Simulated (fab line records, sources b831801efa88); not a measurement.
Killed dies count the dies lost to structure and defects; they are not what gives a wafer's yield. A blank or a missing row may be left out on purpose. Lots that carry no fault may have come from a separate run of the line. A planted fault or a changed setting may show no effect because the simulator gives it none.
Struck lot and sound lot, side by side ; flow sky130 ; 15 out of 708 route steps
Sound: the wafers L214.3, L214.4, L214.6. Wafers struck: L206.1, L206.5, L206.6. At the end, the cause is stated.
Per side, at each step with rows, come the tool, then ch with its chambers, and then its first start. Under that, the readings that differ: sound wafers ; struck wafers ; difference of the means ; sigmas: that difference in standard deviations of wafers without a fault.
alike: words and numbers the same on both sides, and readings whose means are apart by under 2 such deviations; not compared: readings that were withheld, readings missing a value for some wafer, numbers with overlapping values and no deviation given by the record, and bounds like >300 which may hide the same value.
Wherever a step has rows on one side only, a row that says differs or no value, or a row with sigmas, the two part there. Non-overlapping numbers with no deviation appear without sigmas and do not part them. Lack of a reading on every wafer of one side parts them only where that side has two or more wafers.

SKY_POLY_GATE_THK_MEAS_21:
  sound: film_metro-03 at day 23 10:02; struck: film_metro-02 at day 20 12:50
  alike: POLY_GATE_OXIDATION_THK
SKY_POLY_GATE_CD_MEAS_22:
  sound: cd_sem-01 at day 23 10:10; struck: cd_sem-01 at day 20 12:54
  alike: cd_nm
then, 7 steps without rows for these wafers: SKY_LDD_N_DEHYDRATE_00 (time 60 s); SKY_LDD_N_HMDS_01 (prime time 60 s); SKY_LDD_N_COAT_02 (resist thk 300 nm); SKY_LDD_N_SOFTBAKE_03 (time 60 s); SKY_LDD_N_EXPOSE_04 (exposes mask NTM, target cd 840 nm); SKY_LDD_N_PEB_05; SKY_LDD_N_DEVELOP_06 (develop time 60 s).
SKY_LDD_N_OVL_MEAS_07:
  sound: overlay-02 at day 24 14:59; struck: overlay-02 at day 21 19:25
  alike: LDD_N_OVL
then, 2 steps without rows for these wafers: SKY_LDD_N_IMPLANT_08; SKY_LDD_N_IMPLANT_09.
SKY_LDD_N_IMPLANT_10:
  sound on implanter-02 ch 0, day 24 15:22; struck on implanter-04 ch 0, day 21 19:45
reading;sound;struck;difference;sigmas
beam_energy_keV;20.010 20.007 20.012;16.896 16.903 16.895;-3.112;-99 or more
beam_on_s (s);10.04 10.33 10.19;11.50 11.45 10.81;+1.07;+5
faraday_current_uA;422 407 414;368 369 391;-38;-4
model.implant.rp_nm (nm);16.1 16.1 16.1;13.72 13.72 13.72;-2.38;
model.implant.drp_nm (nm);7.212 7.212 7.212;6.426 6.426 6.426;-0.786;
then, 1 step without rows for these wafers: SKY_LDD_N_IMPLANT_11.
-- record jumps: 27 days separate the struck wafers' starts on either side; left off in module LDD_N, taken up again in module PAD_OPEN, whose first shown step is the route's number 708 --
SKY_PAD_OPEN_PROBE_99:
  sound: prober-01 at day 50 04:11; struck: prober-02 at day 48 14:08
reading;sound;struck;difference;sigmas
model.etest.tip_n.rs_ohm_sq;438.9 437.8 438.9;454.4 451.6 455;+15.1;
  alike: killed_at_M0_to_M3, killed_at_M4_up, killed_at_contacts, killed_at_front_end, killed_at_other, killed_dies, killed_open, killed_short

== WHERE THEY PART ==
SKY_LDD_N_IMPLANT_10 only, going by this record. Later steps at which nothing parts them and some readings are alike: SKY_PAD_OPEN_PROBE_99.

WHY: the cause the simulator had injected
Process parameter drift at SKY_LDD_N_IMPLANT_10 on implanter-04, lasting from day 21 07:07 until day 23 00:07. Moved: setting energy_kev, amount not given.
